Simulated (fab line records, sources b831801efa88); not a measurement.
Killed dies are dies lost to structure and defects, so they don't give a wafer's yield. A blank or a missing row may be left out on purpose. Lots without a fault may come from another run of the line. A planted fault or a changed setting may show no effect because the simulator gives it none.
Problem report in the 8D (eight disciplines) form, filled by code | flow sfq_line | the parts of the form that need people (team, actions taken, sign-off) are left out

1. THE PROBLEM
M0_NB_RS at SFQ_M0_RS_MEAS_904 reads a mean of 0.564 ohm/sq on 3 wafers of 2 lots; wafers without a fault read 0.888 ohm/sq with a standard deviation of 0.012. That is -27 standard deviations from the usual mean.
The step: measures by four-point-probe.
First seen on wafer L493.3, day 11 00:48, on film_metro-01. The record holds 42 wafers of 14 lots with a number at this step. Rule for "out", or "out of limits": more than 4 standard deviations from the usual mean. The other wafers with a number count as sound.

2. WHAT IT IS AND WHAT IT IS NOT
question                    | is                           | is not
which readings at this step | M0_NB_RS                     | -
which lots                  | L493, L494                   | L480, L481, L482, L483, L484, L486, L488, L490, L491, L492, L497, L503
which wafers of those lots  | L493.3, L494.4, L494.5       | L493.2, L493.4, L494.6
read on which gauges        | film_metro-01, film_metro-03 | film_metro-02
when                        | from day 11 00:48            | up to then (32 sound wafers); but 7 sound wafers of L494, L497, L503 came after

3. SUSPECTS, AND WHAT RULES EACH OUT
Counting: a tool at a process step up to the reading stays a suspect if it ran every lot that is out. Sound lots after the first of them don't rule it out here, since some wafers of a struck lot are sound.
- the gauge at SFQ_M0_RS_MEAS_904: ruled out. The wafers that are out were read on 2 gauges (film_metro-01, film_metro-03).
- pvd_sputter-04 at SFQ_TRILAYER_M0_DEP_SPUTTER_019 (material Nb, target thk 200 nm, time 133.3 s): kept. It ran every lot that is out, first L493 (day 11 00:41); its last sound lot up to then is L492 (day 10 16:17).
Left after counting: pvd_sputter-04 at SFQ_TRILAYER_M0_DEP_SPUTTER_019.

4. THE CAUSE (what the simulator had put in)
Process parameter drift: pvd_sputter-04, from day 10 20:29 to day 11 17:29, at SFQ_TRILAYER_M0_DEP_SPUTTER_019. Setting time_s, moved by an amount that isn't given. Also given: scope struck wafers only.
Counting left only this tool.

5. THE CHAIN OF EFFECTS, in route order
Each row: a reading whose mean over the struck wafers that have a number lies more than 3 standard deviations from the usual. Only readings for which the record gives a usual standard deviation are gone through. hours: the time from each lot's start at the first step in this table that gives one to its start at this step, as a median over the lots. sigmas: the change in usual standard deviations.
hours | step                                | reading        | usual        | on struck wafers | change | sigmas
0     | SFQ_M0_RS_MEAS_904                  | M0_NB_RS       | 0.888 ohm/sq | 0.564            | -0.324 | -27
100   | SFQ_TRILAYER_M0_ETCH_METAL_ETCH_024 | oes_product_au | 0.896 a.u.   | 0.994            | +0.098 | +12
The process steps in it:
- SFQ_TRILAYER_M0_ETCH_METAL_ETCH_024: etches Nb in Cl2/Ar, stops on SiO2, target depth 240 nm, time 120 s.
Later measuring or inspecting steps at which every struck wafer that the step has a row for has a number for every such reading, and none has moved that far: SFQ_I7_BOW_MEAS_946.

6. WHAT WOULD HAVE CAUGHT IT SOONER
In this record the first reading out of limits at a measuring or inspecting step was taken at day 11 00:48, 4 hours after the fault began at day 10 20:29.
Of the tool readings at SFQ_TRILAYER_M0_DEP_SPUTTER_019 for which the record gives a usual standard deviation, none was out on any struck wafer, so an alarm limit of 4 standard deviations on them would not have fired.
Of the lots that are out (2), L494 began SFQ_TRILAYER_M0_DEP_SPUTTER_019 on pvd_sputter-04 after day 11 00:48. A hold on the tool at that time would have spared it.
